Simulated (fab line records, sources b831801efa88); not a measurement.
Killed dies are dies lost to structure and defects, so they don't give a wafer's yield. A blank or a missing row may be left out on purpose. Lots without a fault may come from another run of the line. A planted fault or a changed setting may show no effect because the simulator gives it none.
Chamber matching | flow sfq_line | SFQ_TRILAYER_I3_CMP_CMP_082 on cmp-02: 4 sister chambers
The step polishes SiO2. 20 wafers are shown with their chamber, then 10 later ones without.

WAFERS WITH THEIR CHAMBER
wafer  | chamber | motor_current_A (A) | time_to_endpoint_s (s)
L610.3 | 0       | 11.0                | 196
L610.4 | 1       | 9.3                 | 216
L610.6 | 1       | 9.0                 | 213
L612.2 | 3       | 11.0                | 205
L612.4 | 2       | 9.3                 | 214
L612.5 | 0       | 10.8                | 194
L616.1 | 0       | 10.6                | 190
L616.4 | 3       | 10.1                | 210
L616.6 | 0       | 11.6                | 203
L617.2 | 1       | 9.3                 | 207
L617.5 | 2       | 9.8                 | 222
L617.6 | 3       | 10.6                | 208
L618.1 | 3       | 10.6                | 200
L618.2 | 2       | 9.5                 | 207
L618.6 | 2       | 9.3                 | 213
L619.2 | 1       | 9.9                 | 207
L619.3 | 2       | 9.1                 | 212
L619.4 | 3       | 10.0                | 217
L620.2 | 2       | 8.9                 | 213
L620.5 | 3       | 10.1                | 210

SIGNATURES (means of the wafers above)
reading            | chamber 0 | chamber 1 | chamber 2 | chamber 3 | scatter within a chamber
motor_current_A    | 11.000    | 9.375     | 9.317     | 10.400    | 0.375
time_to_endpoint_s | 195.75    | 210.75    | 213.50    | 208.33    | 5.17
Rule: a wafer's distance from a chamber is the root of the sum, over the readings, of the square of ((its reading less the chamber's mean) divided by the reading's scatter). The wafer belongs to the nearest chamber; if the next one is less than 2 further off, it can't be placed. The scatter: the root of (the sum of the squares of (reading less its chamber's mean) over the shown wafers, divided by (wafers less chambers)).

WAFERS WITHOUT THEIR CHAMBER
wafer  | motor_current_A (A) | time_to_endpoint_s (s)
L621.2 | 10.6                | 210
L621.5 | 11.7                | 199
L622.2 | 10.4                | 218
L622.5 | 9.3                 | 220
L623.2 | 11.2                | 191
L623.4 | 9.1                 | 206
L623.5 | 10.4                | 208
L631.1 | 11.2                | 189
L631.2 | 9.8                 | 199
L631.4 | 9.1                 | 212

WHICH CHAMBER EACH WENT THROUGH
wafer  | from the rows above               | in truth
L621.2 | 3                                 | 3
L621.5 | can't be placed: 0 or 3           | 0
L622.2 | can't be placed: 3 or 2 or 1      | 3
L622.5 | can't be placed: 2 or 1           | 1
L623.2 | 0                                 | 0
L623.4 | can't be placed: 1 or 2           | 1
L623.5 | 3                                 | 3
L631.1 | 0                                 | 0
L631.2 | can't be placed: 3 or 1 or 2 or 0 | 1
L631.4 | can't be placed: 2 or 1           | 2
Placed correctly: 4 of 10. Can't be placed from these rows: 6 (the true chamber is among the candidates in 6). Placed wrongly: 0.
